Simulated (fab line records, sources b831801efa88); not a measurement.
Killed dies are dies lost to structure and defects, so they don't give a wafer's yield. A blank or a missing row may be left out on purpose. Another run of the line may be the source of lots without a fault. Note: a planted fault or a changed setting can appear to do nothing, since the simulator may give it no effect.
Matching of chambers -- flow sky130 -- SKY_VIA3_ETCH_15 on rie-diel-03: 4 sister chambers
The step etches SiO2 in C4F8/O2/Ar, stops on TiN, target depth 507 nm, time 78 s. 22 wafers are shown with their chamber, then 11 later ones without.

## WAFERS WITH THEIR CHAMBER
wafer,chamber,oes-product-au (a.u.)
L074.2,0,0.947
L074.4,3,0.941
L074.5,2,0.949
L075.1,1,0.950
L075.2,2,0.945
L075.3,0,0.954
L075.4,3,0.945
L075.5,1,0.947
L075.6,0,0.948
L076.1,3,0.951
L076.2,2,0.942
L076.6,3,0.950
L077.2,3,0.942
L077.4,1,0.945
L077.6,2,0.943
L091.1,2,0.942
L091.2,1,0.944
L091.3,0,0.949
L091.4,0,0.945
L091.5,2,0.945
L091.6,1,0.947
L090.3,0,0.951

SIGNATURES (means of the wafers above)
reading,chamber 0,chamber 1,chamber 2,chamber 3,scatter within a chamber
oes-product-au,0.94900,0.94660,0.94433,0.94580,0.00324
Rule: a wafer lies at a distance from a chamber equal to the root of the sum of squares, over the readings, of (its reading less the chamber's mean, divided by the reading's scatter). If the next closest chamber is less than 2 further off than the closest, the wafer can't be placed; otherwise it belongs to the closest. How the scatter is found: for the shown wafers, subtract from each reading the mean of its chamber, square and add these, divide the total by (wafers less chambers), then take the root.

## WAFERS WITHOUT THEIR CHAMBER
wafer,oes-product-au (a.u.)
L090.5,0.954
L090.6,0.952
L094.3,0.947
L094.5,0.946
L094.6,0.941
L095.1,0.948
L095.2,0.934
L095.3,0.936
L095.4,0.949
L095.5,0.936
L095.6,0.953

## CHAMBER TAKEN BY EACH
wafer,from the rows above,in truth
L090.5,can't be placed: 0 or 1 or 3 or 2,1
L090.6,can't be placed: 0 or 1 or 3 or 2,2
L094.3,can't be placed: 1 or 3 or 0 or 2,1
L094.5,can't be placed: 3 or 1 or 2 or 0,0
L094.6,can't be placed: 2 or 3 or 1 or 0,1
L095.1,can't be placed: 0 or 1 or 3 or 2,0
L095.2,can't be placed: 2 or 3 or 1 or 0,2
L095.3,can't be placed: 2 or 3 or 1 or 0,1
L095.4,can't be placed: 0 or 1 or 3 or 2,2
L095.5,can't be placed: 2 or 3 or 1 or 0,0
L095.6,can't be placed: 0 or 1 or 3 or 2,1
Correct placement for 0 of the 11. Cannot be placed on the basis of these rows: 11; the candidates contain the true chamber in 11. Placed wrongly: 0.
